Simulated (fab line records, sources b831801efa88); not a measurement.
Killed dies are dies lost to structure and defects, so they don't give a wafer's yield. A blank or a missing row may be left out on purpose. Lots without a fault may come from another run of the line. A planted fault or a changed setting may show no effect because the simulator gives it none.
Which tool did it? | flow sky130 | 12 lots, 36 wafers sampled, at 1 step of a route of 708

WHAT THE GAUGES READ, wafer by wafer
SKY_FIELD_ISO_CD_MEAS_13: target cd 150 nm.
lot  | measured    | on        | cd_nm (nm)
L075 | day 2 09:35 | cd_sem-02 | 150.5 148.3 149.6
L077 | day 2 20:20 | cd_sem-02 | 150.8 150.3 151.2
L079 | day 3 09:02 | cd_sem-02 | 152.0 153.0 152.1
L081 | day 3 17:14 | cd_sem-02 | 148.9 149.6 150.6
L083 | day 4 04:19 | cd_sem-02 | 153.6 152.8 152.8
L085 | day 4 15:41 | cd_sem-02 | 150.8 151.1 151.5
L087 | day 5 02:41 | cd_sem-01 | 152.6 152.5 153.2
L089 | day 5 10:19 | cd_sem-01 | 149.2 149.6 148.9
L091 | day 5 20:47 | cd_sem-02 | 151.2 150.8 151.3
L093 | day 6 08:19 | cd_sem-02 | 153.1 150.7 150.6
L095 | day 6 19:16 | cd_sem-01 | 152.2 151.6 152.8
L097 | day 7 06:55 | cd_sem-01 | 151.6 151.3 150.6

WHICH TOOL RAN EACH LOT (tool, then ch and the chambers of the sampled wafers, then the start)
The record holds no process step before these readings.

THE ANSWER, worked out from the rows above alone
Rule: what is usual is taken from the lots themselves. Put in order of their means at a reading, lots are off if they are a third of the lots or fewer, leave a main group of 4 or more, and stand apart from it by a gap of 3 or more times the standard deviation of the main group's means; of several such gaps the widest counts. A main group whose means are all the same, to the digits that the tables above print for the reading, isn't used. A lot without any number at a reading at which 4 lots or more have one is off too. The other lots that the step has rows for count as sound.
No lot is off at any reading shown: from this, nothing can be told.

WHAT THE SIMULATOR HAD PUT IN
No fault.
